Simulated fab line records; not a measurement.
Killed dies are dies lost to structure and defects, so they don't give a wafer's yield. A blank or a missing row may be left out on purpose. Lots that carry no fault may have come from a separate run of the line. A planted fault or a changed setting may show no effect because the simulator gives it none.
Chamber matching ; flow gf180mcu ; pecvd-01 running GF_V5_CVD_02: 3 sister chambers
The step deposits SiO2 from TEOS, target thk 1450 nm, time 163.28 s. 27 wafers are shown with their chamber, then 12 later ones without.

== WAFERS PAIRED WITH THEIR CHAMBERS ==
wafer;chamber;heater power w (W);susceptor temp C (C)
L075.1;2;638;399.66
L075.5;2;518;399.42
L075.6;1;534;399.83
L076.3;2;640;399.53
L076.5;0;508;399.52
L076.6;1;666;399.85
L077.2;2;572;400.04
L077.3;0;560;400.29
L077.4;0;600;400.08
L078.3;0;625;400.20
L078.4;0;500;400.01
L078.6;1;531;399.91
L079.2;2;553;399.55
L079.4;2;612;399.91
L079.6;1;660;399.82
L082.3;2;636;400.07
L082.4;0;618;399.73
L082.6;2;510;399.53
L086.4;0;495;400.40
L086.5;2;514;400.24
L086.6;1;650;399.86
L089.2;1;617;400.01
L089.4;2;499;399.96
L089.6;0;615;399.71
L088.2;0;544;399.86
L088.3;1;635;399.67
L088.5;0;614;399.88

SIGNATURES (averages over the wafers above)
reading;chamber 0;chamber 1;chamber 2;scatter within a chamber
heater power w;567.90;613.29;569.20;56.1
susceptor temp C;399.9680;399.8500;399.7910;0.25
Rule: a wafer's distance from a chamber is the root of the sum, over the readings, of the square of ((its reading less the chamber's mean) divided by the reading's scatter). If the next closest chamber is less than 2 further off than the closest, the wafer can't be placed; otherwise it belongs to the closest. The scatter: the root of (the sum of the squares of (reading less its chamber's mean) over the shown wafers, divided by (wafers less chambers)).

== WAFERS WITH NO CHAMBER GIVEN ==
wafer;heater power w (W);susceptor temp C (C)
L090.1;618;400.33
L090.4;497;400.22
L090.5;503;400.10
L091.1;647;399.98
L091.2;569;399.79
L091.5;611;399.41
L092.2;527;399.91
L092.4;508;399.66
L092.5;611;400.00
L095.1;534;400.36
L095.4;598;400.04
L095.5;532;399.77

== WHICH CHAMBER EACH ONE RAN IN ==
wafer;from the rows above;in truth
L090.1;can't be placed: 0 or 1 or 2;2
L090.4;can't be placed: 0 or 2 or 1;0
L090.5;can't be placed: 0 or 2 or 1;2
L091.1;can't be placed: 1 or 0 or 2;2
L091.2;can't be placed: 2 or 0 or 1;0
L091.5;can't be placed: 2 or 1 or 0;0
L092.2;can't be placed: 0 or 2 or 1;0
L092.4;can't be placed: 2 or 0 or 1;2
L092.5;can't be placed: 1 or 0 or 2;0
L095.1;can't be placed: 0 or 2 or 1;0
L095.4;can't be placed: 0 or 1 or 2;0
L095.5;can't be placed: 2 or 0 or 1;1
Correctly placed: 0 of 12. Not placeable from these rows: 12 (in 12, the candidates include the true chamber). Number placed wrongly: 0.
